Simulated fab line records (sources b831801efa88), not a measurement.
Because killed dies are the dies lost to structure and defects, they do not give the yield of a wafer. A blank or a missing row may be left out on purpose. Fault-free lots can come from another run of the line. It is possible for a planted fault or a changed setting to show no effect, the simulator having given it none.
A struck lot beside a sound one -- flow sky130 -- 34 steps out of a route of 708
Sound: these wafers, L821.2, L821.3, L821.4. Wafers L809.2, L809.3, L809.5 were the ones struck. The cause is named last.
At each step with rows: each side's tool, then ch and its chambers, then its first start. Under that, the readings that differ: sound wafers -- struck wafers -- difference of the means -- sigmas: that difference in standard deviations of wafers without a fault.
alike: same words and numbers on both sides, and readings whose means sit less than 2 such deviations apart. not compared: any withheld reading, any reading some wafer has no value for, any bound like >300 that may hide the same value, and any number with overlapping values for which the record gives no deviation.
Wherever a step has rows on one side only, a row that says differs or no value, or a row with sigmas, the two part there. Numbers that have no deviation but don't overlap get no sigmas and don't part them. A reading that every wafer of one side lacks parts them only if that side has two wafers or more.

first, 7 steps without rows for these wafers: SKY_SONOS_TUNNEL_DEVELOP_06 (develop time 60 s); SKY_SONOS_TUNNEL_IMPLANT_09; SKY_SONOS_TUNNEL_WET_ETCH_10 (etches SiO2 in dHF, target depth 14 nm, time 280 s); SKY_SONOS_TUNNEL_STRIP_11 (strips in SPM, time 600 s); SKY_SONOS_TUNNEL_CLEAN_13 (cleans in dHF, time 20 s); SKY_SONOS_ONO_OXIDATION_00 (stabilise 600 s, purge 300 s, target thk 2.6 nm); SKY_SONOS_ONO_CVD_02 (deposits Si3N4 from DCS/NH3, target thk 10.5 nm, time 180 s).
SKY_SONOS_ONO_CVD_04: deposits SiO2 from SiH4/N2O, target thk 5.7199 nm.
  sound on lpcvd-03 ch 1, day 19 15:23; struck on lpcvd-03 ch 1, day 15 15:32
reading,sound,struck,difference,sigmas
spikeTcBottomC (C),925.3 926.5 926.1,949.7 947.9 949.3,+23.0,+8
spikeTcCentreC (C),900.8 900.1 902.7,926.5 924.0 926.8,+24.6,+26
spikeTcLowerC (C),904.4 902.2 904.3,925.8 926.5 926.4,+22.6,+14
spikeTcTopC (C),909.8 908.9 907.4,934.5 931.1 935.2,+24.9,+15
spikeTcUpperC (C),900.2 896.6 900.4,923.0 923.9 923.6,+24.4,+19
susceptorTempC (C),899.9 899.5 899.9,924.7 924.9 924.5,+24.9,+61
zonePowerBottomPct (%),27.5 27.4 27.4,29.0 29.0 29.2,+1.6,+4
zonePowerCentrePct (%),19.26 19.10 18.83,20.48 20.70 20.57,+1.52,+6
zonePowerUpperPct (%),14.91 14.88 15.25,16.21 16.29 16.29,+1.25,+6
model.SiO2_of_SONOS_ONO_CVD_04.thkNm (nm),5.846 5.857 5.838,8.37 8.274 8.442,+2.51,
SKY_SONOS_ONO_THK_MEAS_05:
  struck on filmMetro-04, day 15 16:47; sound on filmMetro-04, day 19 16:38
reading,sound,struck,difference,sigmas
SONOS_ONO_CVD_04_THK (nm),5.84 5.89 5.85,8.34 8.26 8.48,+2.50,+23
then, 23 steps without rows for these wafers: SKY_SONOS_ONO_DEHYDRATE_06 (time 60 s); SKY_SONOS_ONO_HMDS_07 (prime time 60 s); SKY_SONOS_ONO_COAT_08 (resist thk 1140 nm); SKY_SONOS_ONO_SOFTBAKE_09 (time 60 s); SKY_SONOS_ONO_EXPOSE_10 (exposes mask ONOM, target cd 410 nm); SKY_SONOS_ONO_PEB_11; SKY_SONOS_ONO_DEVELOP_12 (develop time 60 s); SKY_SONOS_ONO_ETCH_15 (etches the open film in CHF3/O2, target depth 19.52 nm, time 7.8 s); SKY_SONOS_ONO_WET_ETCH_16 (etches SiO2 in dHF, target depth 14 nm, time 280 s); SKY_SONOS_ONO_STRIP_17 (strips in O2/N2); SKY_SONOS_ONO_WET_ETCH_18 (etches Si3N4 in H3PO4, target depth 15 nm, time 172 s); SKY_GATE_OXIDE_CLEAN_00 (cleans in SC1/SC2, time 150 s); SKY_GATE_OXIDE_OXIDATION_01 (stabilise 600 s, purge 300 s, target thk 10.268 nm); SKY_GATE_OXIDE_DEHYDRATE_03 (time 60 s); SKY_GATE_OXIDE_HMDS_04 (prime time 60 s); SKY_GATE_OXIDE_COAT_05 (resist thk 1140 nm); SKY_GATE_OXIDE_SOFTBAKE_06 (time 60 s); SKY_GATE_OXIDE_EXPOSE_07 (exposes mask LVOM, target cd 600 nm); SKY_GATE_OXIDE_PEB_08; SKY_GATE_OXIDE_DEVELOP_09 (develop time 60 s); SKY_GATE_OXIDE_IMPLANT_11; SKY_GATE_OXIDE_WET_ETCH_12 (etches SiO2 in dHF, target depth 16.8 nm, time 336 s); SKY_GATE_OXIDE_STRIP_13 (strips in O2/N2).
-- the record jumps here: 2 days lie between the struck wafers' starts before and after --
SKY_GATE_OXIDE_CLEAN_15: cleans in SC1/SC2, time 150 s.
  sound on wetBench-02 ch 1, day 22 08:16; struck on wetBench-02 ch 1, day 18 04:16
reading,sound,struck,difference,sigmas
model.SiO2_of_SONOS_ONO_CVD_04.thkNm (nm),4.332 4.339 4.323,6.867 6.773 6.941,+2.529,
next, for these wafers, 1 step has no rows: SKY_PAD_OPEN_PROBE_99.

WHERE THEY PART
Earliest at SKY_SONOS_ONO_CVD_04; latest, in this record, at SKY_SONOS_ONO_THK_MEAS_05.

WHY: whatever the simulator had introduced
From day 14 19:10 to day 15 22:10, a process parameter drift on lpcvd-03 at SKY_SONOS_ONO_CVD_04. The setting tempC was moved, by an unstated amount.
